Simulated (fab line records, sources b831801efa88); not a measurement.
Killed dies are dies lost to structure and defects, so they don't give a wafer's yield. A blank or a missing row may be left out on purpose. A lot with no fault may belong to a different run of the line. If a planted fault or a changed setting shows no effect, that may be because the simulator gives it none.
One fault seen from 2 desks -- flow sky130 -- each desk holds nothing but its own numbers, with what lay behind them at the end

THE TOOL OWNER'S DESK: rie_diel-04
The tool's own readings at SKY_SONOS_ONO_ETCH_15 (etches the open film in CHF3/O2, target depth 19.52 nm, time 7.8 s): means of the sampled wafers that have a number, for each lot that ran on this tool. Marked OUT: a lot whose mean sits more than 4 standard deviations from the usual mean, which makes it out of limits; the brackets give that distance.
Columns: A = drypump_motor_current_A at SKY_SONOS_ONO_ETCH_15, usual 5.8 A; B = oes_product_au at SKY_SONOS_ONO_ETCH_15, usual 0.996 a.u.; C = rf_fwd_power_W at SKY_SONOS_ONO_ETCH_15, usual 589 W; D = throttle_valve_pct at SKY_SONOS_ONO_ETCH_15, usual 8.824 %
lot,first seen here,A,B,C,D
L260,day 12 23:10,5.7,1.007,584,8.826
L262,day 13 11:41,5.7,1.003,588,8.825
L273,day 17 01:49,5.6,0.995,589,8.824
L275,day 17 13:10,5.9,0.958,491 (-28) OUT,8.812
L277,day 18 08:31,6.0,0.958,492 (-28) OUT,8.820
This desk's verdict: out of limits on L275, L277, starting with L275 at day 17 13:10 (rf_fwd_power_W at SKY_SONOS_ONO_ETCH_15). In limits: L260, L262, L273.

THE METROLOGY DESK
What the gauges read, lot by lot, whatever tool the lot ran on: means of the sampled wafers that have a number. Marked OUT: a lot whose mean sits more than 4 standard deviations from the usual mean, which makes it out of limits; the brackets give that distance.
Columns: A = VT_ADJUST_HVTP_OVL at SKY_VT_ADJUST_HVTP_OVL_MEAS_08, usual -0.9 nm
lot,first seen here,A
L260,day 6 10:14,-1.0
L261,day 6 10:53,-1.0
L262,day 6 18:41,-1.8
L265,day 7 10:20,-1.2
L268,day 8 08:07,0.6
L270,day 8 15:30,-0.4
L273,day 9 13:17,0.6
L275,day 9 22:07,0.4
L276,day 10 05:56,-1.1
L277,day 10 13:30,-0.7
L278,day 11 00:13,2.1
L282,day 11 22:12,-2.4
Result from this desk: across the 12 lots, nothing is out of limits.

TAKEN TOGETHER
An alarm could have come from the tool owner's desk at day 17 13:10, on L275, L277.
The metrology desk saw nothing out of limits.
The metrology desk has L275, L277 on record, within its limits.
The lots listed all ran SKY_SONOS_ONO_ETCH_15 on rie_diel-04.

WHAT WAS PUT IN BY THE SIMULATOR
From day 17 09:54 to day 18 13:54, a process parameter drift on rie_diel-04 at SKY_SONOS_ONO_ETCH_15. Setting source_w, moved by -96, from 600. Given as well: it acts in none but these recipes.
Lots struck among those shown: L275, L277.
How many hours passed from the start of the fault until each desk's first out-of-limits reading: the tool owner's desk, 3.
